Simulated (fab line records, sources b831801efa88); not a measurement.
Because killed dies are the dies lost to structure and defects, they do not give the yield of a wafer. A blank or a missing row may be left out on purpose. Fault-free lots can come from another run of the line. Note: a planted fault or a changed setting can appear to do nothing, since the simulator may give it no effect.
What tool caused it? :: flow sfq line :: 14 lots with 42 wafers sampled at 3 steps, on a route of 325 steps

## WHAT THE GAUGES READ, wafer by wafer
Not one reading of a measure or inspect step in the record can be checked against a usual standard deviation.

## TOOL THAT RAN EACH LOT (tool first, then ch and the chambers of the sampled wafers, then the start)
lot: L324
SFQ_TRILAYER_I7_CMP_CMP_184: cmp-01 ch 0,3, day 77 12:17
SFQ_TRILAYER_I7_METRO_MEASURE_185: film metro-02, day 77 15:36
SFQ_TRILAYER_I7_VIA_ETCH_VIA_ETCH_190: rie diel-01 ch 0,1,3, day 78 16:13

lot: L326
SFQ_TRILAYER_I7_CMP_CMP_184: cmp-01 ch 0,2,3, day 77 18:17
SFQ_TRILAYER_I7_METRO_MEASURE_185: film metro-03, day 77 21:36
SFQ_TRILAYER_I7_VIA_ETCH_VIA_ETCH_190: rie diel-03 ch 0,1,2, day 78 21:01

lot: L327
SFQ_TRILAYER_I7_CMP_CMP_184: cmp-01 ch 0,2,3, day 77 22:17
SFQ_TRILAYER_I7_METRO_MEASURE_185: film metro-04, day 78 00:36
SFQ_TRILAYER_I7_VIA_ETCH_VIA_ETCH_190: rie diel-02 ch 0,1,2, day 78 23:25

lot: L330
SFQ_TRILAYER_I7_CMP_CMP_184: cmp-01 ch 1,2, day 78 10:00
SFQ_TRILAYER_I7_METRO_MEASURE_185: film metro-03, day 78 12:37
SFQ_TRILAYER_I7_VIA_ETCH_VIA_ETCH_190: rie diel-01 ch 0,3, day 79 09:01

lot: L331
SFQ_TRILAYER_I7_CMP_CMP_184: cmp-01 ch 0,2,3, day 78 12:30
SFQ_TRILAYER_I7_METRO_MEASURE_185: film metro-02, day 78 15:49
SFQ_TRILAYER_I7_VIA_ETCH_VIA_ETCH_190: rie diel-01 ch 0,2,3, day 82 12:27

lot: L332
SFQ_TRILAYER_I7_CMP_CMP_184: cmp-01 ch 0,1, day 79 01:56
SFQ_TRILAYER_I7_METRO_MEASURE_185: film metro-03, day 79 04:45
SFQ_TRILAYER_I7_VIA_ETCH_VIA_ETCH_190: rie diel-02 ch 0,1,2, day 83 14:58

lot: L337
SFQ_TRILAYER_I7_CMP_CMP_184: cmp-02 ch 1,2, day 85 14:44
SFQ_TRILAYER_I7_METRO_MEASURE_185: film metro-02, day 85 17:33
SFQ_TRILAYER_I7_VIA_ETCH_VIA_ETCH_190: rie diel-02 ch 0,2, day 86 00:28

lot: L338
SFQ_TRILAYER_I7_CMP_CMP_184: cmp-01 ch 1,2,3, day 85 20:14
SFQ_TRILAYER_I7_METRO_MEASURE_185: film metro-03, day 85 23:33
SFQ_TRILAYER_I7_VIA_ETCH_VIA_ETCH_190: rie diel-02 ch 1,2,3, day 89 21:13

lot: L340
SFQ_TRILAYER_I7_CMP_CMP_184: cmp-01 ch 0,1,2, day 86 04:51
SFQ_TRILAYER_I7_METRO_MEASURE_185: film metro-03, day 86 06:58
SFQ_TRILAYER_I7_VIA_ETCH_VIA_ETCH_190: rie diel-03 ch 0,1,2, day 90 03:13

lot: L341
SFQ_TRILAYER_I7_CMP_CMP_184: cmp-02 ch 0,1,3, day 86 06:09
SFQ_TRILAYER_I7_METRO_MEASURE_185: film metro-02, day 86 08:46
SFQ_TRILAYER_I7_VIA_ETCH_VIA_ETCH_190: rie diel-02 ch 0,2, day 90 05:37

lot: L342
SFQ_TRILAYER_I7_CMP_CMP_184: cmp-01 ch 0,1, day 86 06:51
SFQ_TRILAYER_I7_METRO_MEASURE_185: film metro-03, day 86 09:58
SFQ_TRILAYER_I7_VIA_ETCH_VIA_ETCH_190: rie diel-01 ch 0,1, day 90 06:49

lot: L344
SFQ_TRILAYER_I7_CMP_CMP_184: cmp-01 ch 0,2,3, day 86 09:51
SFQ_TRILAYER_I7_METRO_MEASURE_185: film metro-03, day 86 12:58
SFQ_TRILAYER_I7_VIA_ETCH_VIA_ETCH_190: rie diel-02 ch 1,2,3, day 90 11:37

lot: L346
SFQ_TRILAYER_I7_CMP_CMP_184: cmp-02 ch 0,2,3, day 87 21:28
SFQ_TRILAYER_I7_METRO_MEASURE_185: film metro-04, day 87 23:05
SFQ_TRILAYER_I7_VIA_ETCH_VIA_ETCH_190: rie diel-03 ch 0,1,2, day 91 12:49

lot: L347
SFQ_TRILAYER_I7_CMP_CMP_184: cmp-01 ch 0,1,2, day 87 22:10
SFQ_TRILAYER_I7_METRO_MEASURE_185: film metro-03, day 88 00:17
SFQ_TRILAYER_I7_VIA_ETCH_VIA_ETCH_190: rie diel-02 ch 0,2,3, day 91 14:01
- SFQ_TRILAYER_I7_CMP_CMP_184: polishes SiO2.
- SFQ_TRILAYER_I7_METRO_MEASURE_185
- SFQ_TRILAYER_I7_VIA_ETCH_VIA_ETCH_190: etches SiO2 in CHF3, stops on Nb, target depth 260 nm.

## AS READ BY THE TOOLS THEMSELVES (means over the sampled wafers that have a number; for cases with no such wafer, the mark the record gives instead)
SFQ_TRILAYER_I7_CMP_CMP_184.
lot: L324
tool: cmp-01
edge zone pressure frac: 1.004
head pressure psi (psi): 2.998
motor current A (A): 10.0
time to endpoint s (s): 211

lot: L326
tool: cmp-01
edge zone pressure frac: 1.004
head pressure psi (psi): 3.013
motor current A (A): 9.8
time to endpoint s (s): 217

lot: L327
tool: cmp-01
edge zone pressure frac: 1.005
head pressure psi (psi): 3.002
motor current A (A): 9.8
time to endpoint s (s): 215

lot: L330
tool: cmp-01
edge zone pressure frac: 0.996
head pressure psi (psi): 3.004
motor current A (A): 10.8
time to endpoint s (s): 235

lot: L331
tool: cmp-01
edge zone pressure frac: -
head pressure psi (psi): -
motor current A (A): -
time to endpoint s (s): -

lot: L332
tool: cmp-01
edge zone pressure frac: -
head pressure psi (psi): -
motor current A (A): -
time to endpoint s (s): -

lot: L337
tool: cmp-02
edge zone pressure frac: 1.000
head pressure psi (psi): 3.005
motor current A (A): 10.3
time to endpoint s (s): 210

lot: L338
tool: cmp-01
edge zone pressure frac: 0.999
head pressure psi (psi): 3.014
motor current A (A): 10.7
time to endpoint s (s): 217

lot: L340
tool: cmp-01
edge zone pressure frac: 1.004
head pressure psi (psi): 3.005
motor current A (A): 10.4
time to endpoint s (s): 224

lot: L341
tool: cmp-02
edge zone pressure frac: 1.003
head pressure psi (psi): 2.997
motor current A (A): 10.6
time to endpoint s (s): 214

lot: L342
tool: cmp-01
edge zone pressure frac: 1.005
head pressure psi (psi): 3.000
motor current A (A): 10.9
time to endpoint s (s): 212

lot: L344
tool: cmp-01
edge zone pressure frac: 0.999
head pressure psi (psi): 3.004
motor current A (A): 9.7
time to endpoint s (s): 211

lot: L346
tool: cmp-02
edge zone pressure frac: 1.006
head pressure psi (psi): 3.002
motor current A (A): 9.9
time to endpoint s (s): 229

lot: L347
tool: cmp-01
edge zone pressure frac: 1.001
head pressure psi (psi): 3.007
motor current A (A): 10.5
time to endpoint s (s): 213

SFQ_TRILAYER_I7_METRO_MEASURE_185.
lot: L324
tool: film metro-02
thk nm (nm): 198.5

lot: L326
tool: film metro-03
thk nm (nm): 201.3

lot: L327
tool: film metro-04
thk nm (nm): 200.4

lot: L330
tool: film metro-03
thk nm (nm): 201.9

lot: L331
tool: film metro-02
thk nm (nm): 495.8

lot: L332
tool: film metro-03
thk nm (nm): 495.8

lot: L337
tool: film metro-02
thk nm (nm): 199.7

lot: L338
tool: film metro-03
thk nm (nm): 199.9

lot: L340
tool: film metro-03
thk nm (nm): 201.2

lot: L341
tool: film metro-02
thk nm (nm): 200.1

lot: L342
tool: film metro-03
thk nm (nm): 200.2

lot: L344
tool: film metro-03
thk nm (nm): 199.1

lot: L346
tool: film metro-04
thk nm (nm): 201.4

lot: L347
tool: film metro-03
thk nm (nm): 200.4

SFQ_TRILAYER_I7_VIA_ETCH_VIA_ETCH_190.
lot: L324
tool: rie diel-01
drypump motor current A (A): 5.7
oes product au (a.u.): 0.853
rf fwd power W (W): 497.7

lot: L326
tool: rie diel-03
drypump motor current A (A): 5.8
oes product au (a.u.): 0.857
rf fwd power W (W): 497.4

lot: L327
tool: rie diel-02
drypump motor current A (A): 5.8
oes product au (a.u.): 0.856
rf fwd power W (W): 497.7

lot: L330
tool: rie diel-01
drypump motor current A (A): 5.4
oes product au (a.u.): 0.861
rf fwd power W (W): 497.8

lot: L331
tool: rie diel-01
drypump motor current A (A): 5.6
oes product au (a.u.): 1.627
rf fwd power W (W): 496.7

lot: L332
tool: rie diel-02
drypump motor current A (A): 5.8
oes product au (a.u.): 1.613
rf fwd power W (W): 498.2

lot: L337
tool: rie diel-02
drypump motor current A (A): 6.1
oes product au (a.u.): 0.853
rf fwd power W (W): 497.4

lot: L338
tool: rie diel-02
drypump motor current A (A): 5.7
oes product au (a.u.): 0.853
rf fwd power W (W): 496.6

lot: L340
tool: rie diel-03
drypump motor current A (A): 5.8
oes product au (a.u.): 0.857
rf fwd power W (W): 497.7

lot: L341
tool: rie diel-02
drypump motor current A (A): 6.1
oes product au (a.u.): 0.861
rf fwd power W (W): 496.7

lot: L342
tool: rie diel-01
drypump motor current A (A): 5.8
oes product au (a.u.): 0.855
rf fwd power W (W): 496.9

lot: L344
tool: rie diel-02
drypump motor current A (A): 5.7
oes product au (a.u.): 0.850
rf fwd power W (W): 498.6

lot: L346
tool: rie diel-03
drypump motor current A (A): 5.8
oes product au (a.u.): 0.859
rf fwd power W (W): 497.4

lot: L347
tool: rie diel-02
drypump motor current A (A): 5.7
oes product au (a.u.): 0.859
rf fwd power W (W): 497.7

## THE ANSWER, worked out from the rows above alone
Rule: the usual values come from the lots themselves. Put in order of their means at a reading, lots are off if they are a third of the lots or fewer, leave a main group of 4 or more, and stand apart from it by a gap of 3 or more times the standard deviation of the main group's means; of several such gaps the widest counts. Not used: any main group whose means are identical at the precision the tables above print for the reading. A lot without any number at a reading at which 4 lots or more have one is off too. Where the step has rows for the other lots, those lots are counted as sound. The gauges are gone through in route order, then the tools' own readings, and for those a lot's mean is taken as printed above. At the first step where some lot is off, the reading lying furthest off is the one used; lots without a number count as furthest.
Off at SFQ_TRILAYER_I7_CMP_CMP_184 (edge zone pressure frac): L331, L332. Without a number there: L331, L332. Mean 1.002 and standard deviation 0.003 in the main group.
If a tool, at that step or one of the process steps before it, ran each lot that is off and ran no sound lot following the first of them, it fits. No candidate that was tried fits.

## WHAT WAS PUT IN BY THE SIMULATOR
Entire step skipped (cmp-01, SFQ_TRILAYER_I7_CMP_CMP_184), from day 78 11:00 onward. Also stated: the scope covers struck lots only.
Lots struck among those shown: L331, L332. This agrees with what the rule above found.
